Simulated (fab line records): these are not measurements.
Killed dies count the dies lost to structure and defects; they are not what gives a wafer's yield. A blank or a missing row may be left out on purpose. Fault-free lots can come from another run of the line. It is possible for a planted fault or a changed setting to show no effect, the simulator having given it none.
fab line records	flow sky130
[record] lots = 13	wafers = 39	last_day = 50
route steps=708 shown NWELL@68 VT_ADJUST_HVTP@88 VT_ADJUST_LVTN@106 PAD_OPEN@708
lots with no fault: from the same line, run without faults
start_h: start of the lot's first displayed wafer, in hours after the record's first day	wait_h: hours from the lot's prior step to this one	" the same as in the row above	L1.1+2: one row covering several wafers at once	- no value, or no start given	* or withheld: withheld	< > ~ a bound
route shown NAME@n: NAME is a module with steps in the file, n the number in the route of the first one	usual: mean/standard deviation taken from wafers without a fault	same: alike in all rows	chamber/n: place in a boat	sites: per-site readings	_std_site: the standard deviation of these	_edge_site: mean of outer sites minus mean of inner sites	radius_mm: how far each site lies from the wafer's centre	mask NAME#n: copy n	behind: tool/chamber where the wafer was last shaped	hold: cause of the lot's hold/its duration in hours/its outcome	device: whichever transistor did not switch (one of n, p or np)	end of line: the same wafers' tests at the end of the route	a step with no rows: only its recipe	killed: at the first sort, the dies lost to defects and structure; wafer yield is something else	map: shows each die of a wafer: x if killed, . if not, _ if none is there
set.NAME: the setting that was run; set.NAME@STEP: the one run at that earlier step	model.NAME: the simulator's own value behind a step, which no gauge read
one table for each step of the route and one row for each wafer, over a sample of lots
services: when a tool's chamber went out of use (start_h, in hours from the record's first day, below 0 if earlier), for how many hours, and the reason
[[steps]]
[step SKY_NWELL_TW_MEAS_15]
[usual] NWELL_TW = 1816/20
lot.wafer	tool	chamber	start_h	wait_h	NWELL_TW
L831.2	film_metro-02	-	89.78	0.1	1813
L831.4	"	-	"	"	1800
L831.6	"	-	"	"	1818
L833.1	film_metro-02	-	102.74	0.1	1810
L833.2	"	-	"	"	1806
L833.4	"	-	"	"	1807
L838.1	film_metro-04	-	132.84	0.1	1843
L838.4	"	-	"	"	1841
L838.5	"	-	"	"	1840
L841.1	film_metro-02	-	148.79	0.1	1803
L841.3	"	-	"	"	1812
L841.4	"	-	"	"	1813
L843.2	film_metro-02	-	160.05	0.1	1812
L843.4	"	-	"	"	1826
L843.6	"	-	"	"	1822
L845.2	film_metro-04	-	171.73	0.1	1822
L845.3	"	-	"	"	1834
L845.6	"	-	"	"	1829
L846.2	film_metro-04	-	179.48	0.1	1823
L846.3	"	-	"	"	1830
L846.5	"	-	"	"	1843
L848.3	film_metro-03	-	189.09	0.1	1808
L848.5	"	-	"	"	1801
L848.6	"	-	"	"	1801
L849.1	film_metro-02	-	197.33	0.1	1825
L849.3	"	-	"	"	1831
L849.6	"	-	"	"	1821
L850.3	film_metro-02	-	207.42	0.1	1836
L850.4	"	-	"	"	1827
L850.6	"	-	"	"	1827
L851.2	film_metro-04	-	213.50	0.1	1845
L851.3	"	-	"	"	1840
L851.5	"	-	"	"	1846
L852.3	film_metro-03	-	220.86	0.1	1804
L852.5	"	-	"	"	1814
L852.6	"	-	"	"	1807
L853.2	film_metro-04	-	221.38	0.1	1817
L853.4	"	-	"	"	1818
L853.6	"	-	"	"	1825
[step SKY_VT_ADJUST_HVTP_SOFTBAKE_03]
[recipe] temp_c = 90	time_s = 60	resist = NOVOLAK
[usual] exhaust_pa = 45.1/0.85	heater_power_total_W = 56.60/0.046	plate_temp_C = 90.04/0.14
lot.wafer	tool	chamber	start_h	wait_h	exhaust_pa	heater_power_total_W	plate_temp_C
L831.2	litho_track-03	0	117.15	0.1	44.0	56.50	90.18
L831.4	"	0	"	"	43.0	56.59	90.26
L831.6	"	0	"	"	44.6	56.62	90.19
L833.1	litho_track-03	0	129.72	0.1	44.2	56.65	90.24
L833.2	"	0	"	"	45.1	56.61	90.05
L833.4	"	0	"	"	45.2	56.60	90.02
L838.1	litho_track-03	0	161.97	0.1	44.3	54.93	87.98
L838.4	"	0	"	"	45.3	54.79	88.02
L838.5	"	0	"	"	44.3	54.83	88.01
L841.1	litho_track-03	0	179.52	0.1	44.5	54.92	88.08
L841.3	"	0	"	"	45.1	54.82	88.06
L841.4	"	0	"	"	45.1	54.87	88.00
L843.2	litho_track-02	0	191.21	0.1	45.2	56.54	90.13
L843.4	"	0	"	"	46.1	56.55	90.29
L843.6	"	0	"	"	43.8	56.61	89.99
L845.2	litho_track-02	0	203.11	0.1	46.4	56.60	90.14
L845.3	"	0	"	"	46.3	56.60	90.25
L845.6	"	0	"	"	45.5	56.59	90.23
L846.2	litho_track-01	0	212.13	0.1	45.5	56.63	90.13
L846.3	"	0	"	"	45.1	56.63	90.14
L846.5	"	0	"	"	44.8	56.66	90.09
L848.3	litho_track-01	0	222.55	0.1	43.6	56.60	90.16
L848.5	"	0	"	"	45.0	56.60	90.10
L848.6	"	0	"	"	43.1	56.58	90.03
L849.1	litho_track-01	0	230.95	0.1	44.8	56.53	89.87
L849.3	"	0	"	"	45.5	56.54	89.78
L849.6	"	0	"	"	46.4	56.63	90.00
L850.3	litho_track-01	0	241.55	0.1	45.6	56.55	90.13
L850.4	"	0	"	"	45.0	56.66	90.07
L850.6	"	0	"	"	45.4	56.63	90.06
L851.2	litho_track-02	0	248.21	0.1	45.4	56.59	89.87
L851.3	"	0	"	"	44.2	56.58	89.82
L851.5	"	0	"	"	44.5	56.64	89.75
L853.2	litho_track-03	0	257.15	0.1	43.6	56.57	90.04
L853.4	"	0	"	"	45.4	56.60	89.99
L853.6	"	0	"	"	44.2	56.60	90.01
L852.3	litho_track-01	0	257.15	0.1	46.2	56.52	89.94
L852.5	"	0	"	"	46.4	56.47	90.02
L852.6	"	0	"	"	45.5	56.54	90.09
[step SKY_VT_ADJUST_HVTP_STRIP_10]
[recipe] chemistry = O2/N2	power_w = 1400	pressure_mtorr = 1500	platen_temp_c = withheld	o2_flow_sccm = 3000	n2_flow_sccm = 300	overash_fraction = 0.5
[usual] drypump_motor_current_A = 5.7/0.46	oes_product_au = 0.716/0.0046	strip_time_to_endpoint_s = 14.19/0.039
[same] overash_fraction = 0.5
lot.wafer	tool	chamber	start_h	wait_h	drypump_motor_current_A	oes_product_au	rf_hours_counter_h	strip_time_to_endpoint_s
L831.2	plasma_asher-03	1	126.11	0.1	6.4	0.721	45	14.17
L831.4	"	0	"	"	5.6	0.721	-	14.18
L831.6	"	1	"	"	6.4	0.718	-	14.18
L833.1	plasma_asher-03	1	140.56	0.1	6.4	0.716	46	14.16
L833.2	"	0	"	"	5.6	0.714	46	14.14
L833.4	"	0	"	"	5.6	0.714	-	14.14
L838.1	plasma_asher-04	0	172.31	0.1	5.8	0.710	49	14.27
L838.4	"	0	"	"	5.9	0.714	-	14.30
L838.5	"	0	"	"	5.8	0.717	-	14.29
L841.1	plasma_asher-04	1	189.74	0.1	4.9	0.711	51	14.26
L841.3	"	0	"	"	5.8	0.702	-	14.29
L841.4	"	1	"	"	4.9	0.715	-	14.30
L843.2	plasma_asher-03	1	202.59	0.1	6.4	0.713	52	14.19
L843.4	"	0	"	"	5.5	0.721	-	14.20
L843.6	"	0	"	"	5.6	0.721	-	14.23
L845.2	plasma_asher-04	0	214.58	0.1	5.8	0.723	53	14.16
L845.3	"	1	"	"	4.9	0.717	-	14.20
L845.6	"	0	"	"	5.8	0.725	-	14.14
L846.2	plasma_asher-02	1	223.53	0.1	6.1	0.717	11	14.20
L846.3	"	1	"	"	6.1	0.715	-	14.17
L846.5	"	1	"	"	6.0	0.714	-	14.20
L848.3	plasma_asher-04	0	234.75	0.1	5.8	0.711	-	14.20
L848.5	"	1	"	"	4.9	0.713	-	14.22
L848.6	"	0	"	"	5.8	0.718	-	14.26
L849.1	plasma_asher-03	1	242.91	0.1	6.4	0.711	55	14.18
L849.3	"	0	"	"	5.6	0.715	-	14.26
L849.6	"	0	"	"	5.5	0.711	-	14.23
L850.3	plasma_asher-02	0	253.79	0.1	5.8	0.710	-	14.21
L850.4	"	1	"	"	6.1	0.710	-	14.23
L850.6	"	0	"	"	5.8	0.717	-	14.19
L851.2	plasma_asher-03	0	260.91	0.1	5.6	0.723	57	14.23
L851.3	"	0	"	"	5.6	0.717	-	14.19
L851.5	"	1	"	"	6.4	0.719	-	14.18
L852.3	plasma_asher-03	0	269.08	0.1	5.6	0.718	-	14.24
L852.5	"	1	"	"	6.3	0.722	-	14.20
L852.6	"	0	"	"	5.6	0.726	-	14.23
L853.2	plasma_asher-02	0	269.34	0.1	5.8	0.714	16	14.19
L853.4	"	0	"	"	5.8	0.724	-	14.22
L853.6	"	0	"	"	5.8	0.719	-	14.20
[step SKY_VT_ADJUST_LVTN_STRIP_09]
[recipe] chemistry = O2/N2	power_w = 1400	pressure_mtorr = 1500	platen_temp_c = withheld	o2_flow_sccm = 3130	n2_flow_sccm = 300	overash_fraction = 0.5
[usual] drypump_motor_current_A = 5.7/0.43	oes_product_au = 0.723/0.0048	strip_time_to_endpoint_s = 36.83/0.12
[same] overash_fraction = 0.5
lot.wafer	tool	chamber	start_h	wait_h	drypump_motor_current_A	oes_product_au	rf_hours_counter_h	strip_time_to_endpoint_s
L831.2	plasma_asher-02	1	145.97	0.1	6.1	0.720	3	36.81
L831.4	"	1	"	"	6.1	0.730	-	36.96
L831.6	"	0	"	"	5.8	0.719	-	36.96
L833.1	plasma_asher-02	1	159.53	0.1	6.1	0.715	4	36.76
L833.2	"	0	"	"	5.8	0.729	4	36.88
L833.4	"	0	"	"	5.8	0.728	-	36.84
L838.1	plasma_asher-01	1	193.03	0.1	5.6	0.725	37	36.92
L838.4	"	1	"	"	5.6	0.721	-	36.81
L838.5	"	0	"	"	6.2	0.728	-	36.88
L841.1	plasma_asher-04	0	212.42	0.1	5.8	0.726	53	36.72
L841.3	"	1	"	"	4.9	0.730	-	36.73
L841.4	"	0	"	"	5.8	0.727	-	36.75
L843.2	plasma_asher-02	0	224.73	0.1	5.8	0.725	11	36.65
L843.4	"	0	"	"	5.8	0.725	-	36.71
L843.6	"	0	"	"	5.8	0.720	-	36.74
L845.2	plasma_asher-04	1	238.06	0.1	4.9	0.726	55	37.06
L845.3	"	0	"	"	5.8	0.715	-	37.02
L845.6	"	0	"	"	5.8	0.721	-	37.13
L846.2	plasma_asher-02	0	246.82	0.1	5.8	0.728	14	36.77
L846.3	"	1	"	"	6.1	0.726	-	36.72
L846.5	"	0	"	"	5.8	0.712	-	36.71
L848.3	plasma_asher-04	1	258.11	0.1	4.9	0.725	-	36.82
L848.5	"	0	"	"	5.8	0.728	-	36.86
L848.6	"	1	"	"	4.9	0.722	-	36.86
L849.1	plasma_asher-02	1	266.52	0.1	6.1	0.723	15	36.80
L849.3	"	0	"	"	5.8	0.713	-	36.77
L849.6	"	1	"	"	6.1	0.720	-	36.81
L850.3	plasma_asher-02	1	277.91	0.1	6.1	0.725	-	36.83
L850.4	"	0	"	"	5.8	0.719	-	36.71
L850.6	"	0	"	"	5.8	0.728	-	36.85
L851.2	plasma_asher-04	0	285.83	0.1	5.8	0.721	60	37.03
L851.3	"	0	"	"	5.8	0.721	-	37.13
L851.5	"	1	"	"	4.9	0.722	-	37.04
L852.3	plasma_asher-04	1	294.31	0.1	4.9	0.731	-	36.94
L852.5	"	1	"	"	4.9	0.721	-	36.99
L852.6	"	0	"	"	5.8	0.724	-	36.89
L853.2	plasma_asher-04	0	296.52	0.1	5.8	0.721	61	36.92
L853.4	"	1	"	"	4.9	0.727	-	36.90
L853.6	"	0	"	"	5.8	0.723	-	36.93
[step SKY_PAD_OPEN_PROBE_99]
[usual] killed_at_M0_to_M3 = 45/7.9	killed_at_M4_up = 2.9/1.8	killed_at_contacts = 25/5.5	killed_at_front_end = 16/4.4	killed_at_other = 0.3/0.58	killed_dies = 89/9.4	killed_open = 49/6.8	killed_short = 40/6.3
[same] gross_dies = 492	killed_at_back_side = 0
lot.wafer	tool	chamber	start_h	wait_h	killed_at_M0_to_M3	killed_at_M4_up	killed_at_contacts	killed_at_front_end	killed_at_other	killed_dies	killed_open	killed_short
L831.2	prober-02	-	1074.52	0.1	32	3	19	25	0	79	35	44
L831.4	prober-02	-	1074.62	0.2	53	2	17	12	0	84	50	34
L831.6	prober-02	-	1074.72	0.2	57	4	21	15	0	97	52	45
L833.1	prober-01	-	1101.36	0.1	61	6	19	10	1	97	55	42
L833.2	prober-01	-	1101.41	0.1	35	3	22	26	0	86	53	33
L833.4	prober-01	-	1101.51	0.2	50	1	23	16	1	91	53	38
L838.1	prober-02	-	1125.13	0.1	35	2	26	13	1	77	39	36
L838.4	prober-02	-	1125.28	0.2	46	2	35	20	0	103	62	38
L838.5	prober-02	-	1125.33	0.2	44	3	30	20	0	97	54	40
L841.1	prober-02	-	1137.76	0.1	45	2	25	16	0	88	54	34
L841.3	prober-02	-	1137.86	0.2	36	4	29	16	0	85	53	32
L841.4	prober-02	-	1137.91	0.2	48	1	23	17	0	89	51	38
L843.2	prober-01	-	1151.49	0.1	50	6	24	17	0	97	50	47
L843.4	prober-01	-	1151.59	0.2	54	1	18	13	0	86	54	32
L843.6	prober-01	-	1151.69	0.2	49	1	28	19	0	97	61	36
L845.2	prober-01	-	1159.06	0.1	53	1	20	13	1	88	50	37
L845.3	prober-01	-	1159.11	0.2	50	0	25	13	2	90	49	41
L845.6	prober-01	-	1159.26	0.2	50	3	25	14	0	92	49	43
L846.2	prober-02	-	1166.84	0.1	39	6	11	21	0	77	43	34
L846.3	prober-02	-	1166.89	0.2	40	2	28	26	0	96	56	40
L846.5	prober-02	-	1166.99	0.2	51	5	24	16	0	96	46	48
L848.3	prober-02	-	1175.99	0.2	42	0	29	14	1	86	52	33
L848.5	prober-02	-	1176.09	0.2	39	3	25	15	1	83	45	38
L848.6	prober-02	-	1176.14	0.2	43	1	24	24	0	92	50	42
L849.1	prober-01	-	1184.41	0.1	54	5	18	20	1	98	49	49
L849.3	prober-01	-	1184.51	0.2	52	3	21	21	1	98	48	49
L849.6	prober-01	-	1184.66	0.2	52	2	13	12	0	79	44	35
L850.3	prober-01	-	1186.34	0.2	53	2	36	20	1	112	56	55
L850.4	prober-01	-	1186.39	0.2	37	1	30	18	0	86	51	34
L850.6	prober-01	-	1186.49	0.2	59	2	17	11	0	89	51	38
L851.2	prober-01	-	1188.72	0.1	52	2	27	13	0	94	50	44
L851.3	prober-01	-	1188.77	0.2	56	3	25	17	0	101	52	49
L851.5	prober-01	-	1188.87	0.2	52	1	18	16	2	89	42	46
L853.2	prober-01	-	1209.57	0.1	47	2	20	17	0	86	53	33
L853.4	prober-01	-	1209.67	0.2	58	1	33	9	0	101	56	45
L853.6	prober-01	-	1209.77	0.2	39	1	34	18	0	92	54	38
L852.3	prober-02	-	1210.93	0.2	40	1	27	13	0	81	39	42
L852.5	prober-02	-	1211.03	0.2	47	1	33	21	2	104	62	40
L852.6	prober-02	-	1211.08	0.2	41	2	29	13	1	86	40	45
// killed by level:class
L831.2 LI_CONTACT:geometric_particle:short=6 METAL2:geometric_particle:short=6 METAL3:geometric_particle:short=6 POLY_GATE:geometric_particle:open=5 SPACER:geometric_particle:short=5 VIA1:geometric_particle:open=5 FIELD_ISO:geometric_particle:short=4 LI_CONTACT:geometric_particle:open=4
L831.4 VIA1:geometric_particle:open=11 VIA2:geometric_particle:open=11 CONTACT:geometric_particle:open=9 METAL1:geometric_particle:short=7 VIA1:geometric_particle:short=7 FIELD_ISO:geometric_particle:open=5 CONTACT:geometric_particle:short=5 VIA2:geometric_particle:short=5
L831.6 VIA3:geometric_particle:open=14 VIA1:geometric_particle:open=10 LI_CONTACT:geometric_particle:open=9 VIA3:geometric_particle:short=9 METAL1:geometric_particle:short=7 VIA1:geometric_particle:short=6 FIELD_ISO:geometric_particle:open=5 CONTACT:geometric_particle:open=5
L833.1 VIA1:geometric_particle:open=14 VIA3:geometric_particle:open=12 VIA1:geometric_particle:short=8 LI_CONTACT:geometric_particle:open=7 METAL1:geometric_particle:short=6 METAL2:geometric_particle:short=6 VIA2:geometric_particle:open=6 LI_CONTACT:geometric_particle:short=4
L833.2 POLY_GATE:geometric_particle:open=9 VIA2:geometric_particle:open=8 CONTACT:geometric_particle:open=7 VIA1:geometric_particle:open=6 LI_CONTACT:geometric_particle:open=6 METAL1:geometric_particle:short=5 FIELD_ISO:geometric_particle:short=4 POLY_GATE:geometric_particle:short=4
L833.4 METAL1:geometric_particle:short=10 CONTACT:geometric_particle:open=10 POLY_GATE:geometric_particle:open=8 VIA1:geometric_particle:open=8 VIA2:geometric_particle:open=7 LI_CONTACT:geometric_particle:open=6 VIA3:geometric_particle:open=6 METAL1:geometric_particle:open=4
L838.1 LI_CONTACT:geometric_particle:open=8 CONTACT:geometric_particle:open=8 VIA2:geometric_particle:open=7 VIA3:geometric_particle:open=7 FIELD_ISO:geometric_particle:open=6 CONTACT:geometric_particle:short=6 METAL1:geometric_particle:short=5 METAL2:geometric_particle:short=4
L838.4 VIA1:geometric_particle:open=14 CONTACT:geometric_particle:open=12 VIA2:geometric_particle:open=9 LI_CONTACT:geometric_particle:open=9 FIELD_ISO:geometric_particle:open=7 LI_CONTACT:geometric_particle:short=5 METAL1:geometric_particle:short=5 POLY_GATE:geometric_particle:open=4
L838.5 LI_CONTACT:geometric_particle:open=11 CONTACT:geometric_particle:open=11 VIA1:geometric_particle:open=11 FIELD_ISO:geometric_particle:short=7 VIA1:geometric_particle:short=6 VIA2:geometric_particle:open=6 POLY_GATE:geometric_particle:open=4 METAL1:geometric_particle:short=4
L841.1 VIA1:geometric_particle:open=15 CONTACT:geometric_particle:open=12 VIA1:geometric_particle:short=8 VIA3:geometric_particle:open=7 LI_CONTACT:geometric_particle:open=5 FIELD_ISO:geometric_particle:open=4 POLY_GATE:geometric_particle:open=4 CONTACT:geometric_particle:short=4
L841.3 CONTACT:geometric_particle:open=11 LI_CONTACT:geometric_particle:open=8 FIELD_ISO:geometric_particle:open=7 CONTACT:geometric_particle:short=7 VIA1:geometric_particle:short=6 VIA1:geometric_particle:open=6 VIA2:geometric_particle:open=6 VIA3:geometric_particle:open=6
L841.4 VIA1:geometric_particle:open=11 VIA2:geometric_particle:open=8 LI_CONTACT:geometric_particle:open=8 VIA1:geometric_particle:short=8 FIELD_ISO:geometric_particle:open=5 CONTACT:geometric_particle:open=5 VIA3:geometric_particle:open=5 LOCAL_INTERCONNECT:geometric_particle:short=4
L843.2 VIA1:geometric_particle:open=10 VIA3:geometric_particle:open=10 CONTACT:geometric_particle:open=8 VIA2:geometric_particle:open=6 FIELD_ISO:geometric_particle:short=5 CONTACT:geometric_particle:short=5 METAL1:geometric_particle:short=5 METAL4:geometric_particle:short=5
L843.4 VIA1:geometric_particle:open=20 VIA2:geometric_particle:open=9 LI_CONTACT:geometric_particle:open=7 METAL1:geometric_particle:short=6 VIA3:geometric_particle:open=5 CONTACT:geometric_particle:open=4 VIA1:geometric_particle:short=4 VIA2:geometric_particle:short=4
L843.6 CONTACT:geometric_particle:open=15 METAL1:geometric_particle:short=10 FIELD_ISO:geometric_particle:open=9 VIA1:geometric_particle:open=9 VIA3:geometric_particle:open=8 VIA1:geometric_particle:short=8 LI_CONTACT:geometric_particle:open=7 METAL2:geometric_particle:short=4
L845.2 VIA1:geometric_particle:open=12 VIA3:geometric_particle:open=9 METAL1:geometric_particle:short=8 CONTACT:geometric_particle:open=8 LI_CONTACT:geometric_particle:open=7 VIA1:geometric_particle:short=6 VIA2:geometric_particle:open=5 VIA3:geometric_particle:short=5
L845.3 CONTACT:geometric_particle:open=10 VIA1:geometric_particle:open=9 VIA1:geometric_particle:short=8 VIA2:geometric_particle:open=7 CONTACT:geometric_particle:short=5 METAL1:geometric_particle:short=5 VIA3:geometric_particle:short=5 VIA3:geometric_particle:open=5
L845.6 VIA1:geometric_particle:open=12 CONTACT:geometric_particle:open=11 VIA2:geometric_particle:open=7 METAL1:geometric_particle:short=7 LI_CONTACT:geometric_particle:open=6 VIA1:geometric_particle:short=6 METAL2:geometric_particle:short=6 VIA2:geometric_particle:short=6
L846.2 FIELD_ISO:geometric_particle:open=10 VIA1:geometric_particle:open=8 VIA2:geometric_particle:open=7 LI_CONTACT:geometric_particle:open=6 METAL1:geometric_particle:short=6 FIELD_ISO:geometric_particle:short=4 VIA2:geometric_particle:short=4 METAL4:geometric_particle:short=4
L846.3 CONTACT:geometric_particle:open=10 VIA1:geometric_particle:open=8 FIELD_ISO:geometric_particle:open=7 METAL2:geometric_particle:short=7 FIELD_ISO:geometric_particle:short=6 LI_CONTACT:geometric_particle:open=6 LOCAL_INTERCONNECT:geometric_particle:short=6 VIA2:geometric_particle:open=6
L846.5 LI_CONTACT:geometric_particle:open=9 METAL2:geometric_particle:short=8 VIA3:geometric_particle:open=7 VIA2:geometric_particle:open=7 FIELD_ISO:geometric_particle:short=6 VIA1:geometric_particle:open=6 LOCAL_INTERCONNECT:geometric_particle:short=5 CONTACT:geometric_particle:open=5
L848.3 CONTACT:geometric_particle:open=11 VIA1:geometric_particle:open=9 LI_CONTACT:geometric_particle:open=8 VIA2:geometric_particle:open=7 CONTACT:geometric_particle:short=6 VIA3:geometric_particle:open=5 VIA1:geometric_particle:short=5 METAL2:geometric_particle:short=4
L848.5 VIA1:geometric_particle:open=12 CONTACT:geometric_particle:open=9 LI_CONTACT:geometric_particle:open=7 VIA1:geometric_particle:short=7 METAL2:geometric_particle:short=6 CONTACT:geometric_particle:short=5 POLY_GATE:geometric_particle:open=4 VIA2:geometric_particle:open=4
L848.6 VIA1:geometric_particle:open=9 VIA2:geometric_particle:open=9 CONTACT:geometric_particle:short=8 CONTACT:geometric_particle:open=8 FIELD_ISO:geometric_particle:open=7 POLY_GATE:geometric_particle:open=6 LOCAL_INTERCONNECT:geometric_particle:short=5 METAL2:geometric_particle:short=5
L849.1 METAL1:geometric_particle:short=10 VIA2:geometric_particle:open=9 VIA1:geometric_particle:open=9 FIELD_ISO:geometric_particle:open=7 LI_CONTACT:geometric_particle:open=6 CONTACT:geometric_particle:open=6 VIA2:geometric_particle:short=6 VIA3:geometric_particle:short=6
L849.3 VIA1:geometric_particle:open=14 VIA2:geometric_particle:open=9 FIELD_ISO:geometric_particle:short=7 METAL1:geometric_particle:short=7 FIELD_ISO:geometric_particle:open=5 VIA3:geometric_particle:open=5 LI_CONTACT:geometric_particle:open=5 LI_CONTACT:geometric_particle:short=5
L849.6 VIA1:geometric_particle:open=16 FIELD_ISO:geometric_particle:open=7 LI_CONTACT:geometric_particle:open=6 VIA3:geometric_particle:open=5 METAL1:geometric_particle:short=5 VIA1:geometric_particle:short=5 FIELD_ISO:geometric_particle:short=4 VIA3:geometric_particle:short=4
L850.3 CONTACT:geometric_particle:open=14 METAL1:geometric_particle:short=11 VIA1:geometric_particle:open=11 CONTACT:geometric_particle:short=8 LI_CONTACT:geometric_particle:open=7 VIA2:geometric_particle:open=7 FIELD_ISO:geometric_particle:short=5 LOCAL_INTERCONNECT:geometric_particle:short=5
L850.4 LI_CONTACT:geometric_particle:open=11 CONTACT:geometric_particle:open=9 VIA1:geometric_particle:open=8 VIA2:geometric_particle:open=7 POLY_GATE:geometric_particle:open=6 VIA3:geometric_particle:open=6 METAL1:geometric_particle:short=5 CONTACT:geometric_particle:short=4
L850.6 VIA1:geometric_particle:open=12 VIA2:geometric_particle:open=10 METAL1:geometric_particle:short=9 VIA3:geometric_particle:open=9 CONTACT:geometric_particle:open=6 VIA2:geometric_particle:short=5 FIELD_ISO:geometric_particle:open=4 LI_CONTACT:geometric_particle:open=4
L851.2 VIA1:geometric_particle:open=12 METAL2:geometric_particle:short=10 CONTACT:geometric_particle:open=9 VIA2:geometric_particle:open=8 METAL1:geometric_particle:short=7 FIELD_ISO:geometric_particle:open=6 LI_CONTACT:geometric_particle:open=5 LI_CONTACT:geometric_particle:short=5
L851.3 VIA1:geometric_particle:open=16 CONTACT:geometric_particle:open=9 METAL1:geometric_particle:short=9 LOCAL_INTERCONNECT:geometric_particle:short=6 FIELD_ISO:geometric_particle:short=5 LI_CONTACT:geometric_particle:open=5 CONTACT:geometric_particle:short=5 METAL2:geometric_particle:short=5
L851.5 METAL2:geometric_particle:short=12 VIA1:geometric_particle:open=10 METAL1:geometric_particle:short=8 CONTACT:geometric_particle:open=8 VIA2:geometric_particle:open=7 VIA2:geometric_particle:short=4 POLY_GATE:geometric_particle:open=4 SPACER:geometric_particle:short=4
L853.2 VIA1:geometric_particle:open=10 CONTACT:geometric_particle:open=9 VIA3:geometric_particle:open=9 LI_CONTACT:geometric_particle:open=6 METAL1:geometric_particle:short=6 FIELD_ISO:geometric_particle:open=5 METAL2:geometric_particle:short=5 VIA2:geometric_particle:open=5
L853.4 VIA3:geometric_particle:open=17 VIA1:geometric_particle:short=8 LI_CONTACT:geometric_particle:open=8 CONTACT:geometric_particle:short=8 VIA2:geometric_particle:open=8 VIA1:geometric_particle:open=7 CONTACT:geometric_particle:open=7 METAL2:geometric_particle:short=7
L853.6 LI_CONTACT:geometric_particle:open=14 FIELD_ISO:geometric_particle:open=9 CONTACT:geometric_particle:open=9 VIA1:geometric_particle:open=8 VIA2:geometric_particle:open=5 LOCAL_INTERCONNECT:geometric_particle:short=5 VIA3:geometric_particle:short=5 POLY_GATE:geometric_particle:short=4
L852.3 CONTACT:geometric_particle:short=10 VIA1:geometric_particle:open=9 CONTACT:geometric_particle:open=8 METAL1:geometric_particle:short=5 VIA3:geometric_particle:open=5 VIA2:geometric_particle:open=5 POLY_GATE:geometric_particle:open=4 LOCAL_INTERCONNECT:geometric_particle:short=4
L852.5 LI_CONTACT:geometric_particle:open=14 VIA3:geometric_particle:open=10 VIA1:geometric_particle:open=10 CONTACT:geometric_particle:open=9 VIA3:geometric_particle:short=7 VIA1:geometric_particle:short=7 FIELD_ISO:geometric_particle:short=6 CONTACT:geometric_particle:short=5
L852.6 CONTACT:geometric_particle:open=11 METAL1:geometric_particle:short=7 VIA1:geometric_particle:open=7 CONTACT:geometric_particle:short=6 VIA3:geometric_particle:open=6 METAL3:geometric_particle:short=6 LOCAL_INTERCONNECT:geometric_particle:short=5 POLY_GATE:geometric_particle:short=4
[[services]]
tool	chamber	start_h	hours	kind
plasma_asher-02	-	108.75	9.0	pm
plasma_asher-02	0	108.75	9.0	vent_cycle
plasma_asher-02	1	108.75	9.0	vent_cycle
plasma_asher-02	0	117.75	-	clean
plasma_asher-02	1	117.75	-	clean
plasma_asher-02	-	137.03	0.9	repair
plasma_asher-01	-	143.17	5.7	repair
plasma_asher-01	-	149.24	7.1	repair
plasma_asher-01	-	210.37	3.9	repair
plasma_asher-03	-	214.46	12.2	repair
plasma_asher-03	-	296.54	0.3	repair
[[key]]
[first_sign] step = SKY_VT_ADJUST_HVTP_SOFTBAKE_03	reading = heater_power_total_W	direction = down	sigmas = 38	usual = *	struck = *
[effect] step = SKY_VT_ADJUST_HVTP_SOFTBAKE_03	reading = plate_temp_C	direction = down	sigmas = 15	usual = *	struck = *
met_at SKY_VT_ADJUST_HVTP_SOFTBAKE_03
struck_lots L838,L841
tester_left_out L838,L841
[loop_trim] step = SKY_VT_ADJUST_HVTP_EXPOSE_04	setting = dose	lots = L841
not_acting_at SKY_NWELL_TW_MEAS_15,SKY_VT_ADJUST_HVTP_STRIP_10,SKY_VT_ADJUST_LVTN_STRIP_09
onset_between 129.72 161.97
[fault] kind = process_parameter_drift	tool = litho_track-03	chamber = -	onset_h = 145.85	steps = SKY_VT_ADJUST_HVTP_SOFTBAKE_03	channel = temp_c	offset = *	shape = step	end_h = 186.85	acts_in = *	stated = *
// tester_left_out: of these lots the tester's yield and bins aren't shown, on N5 and GAA mostly nor the transistor test; their killed dies are dies lost to structure and defects alone, not to doping, threshold or leakage, so they don't give the yield
// loop_trim: a control loop set the setting to another value than it would have without faults
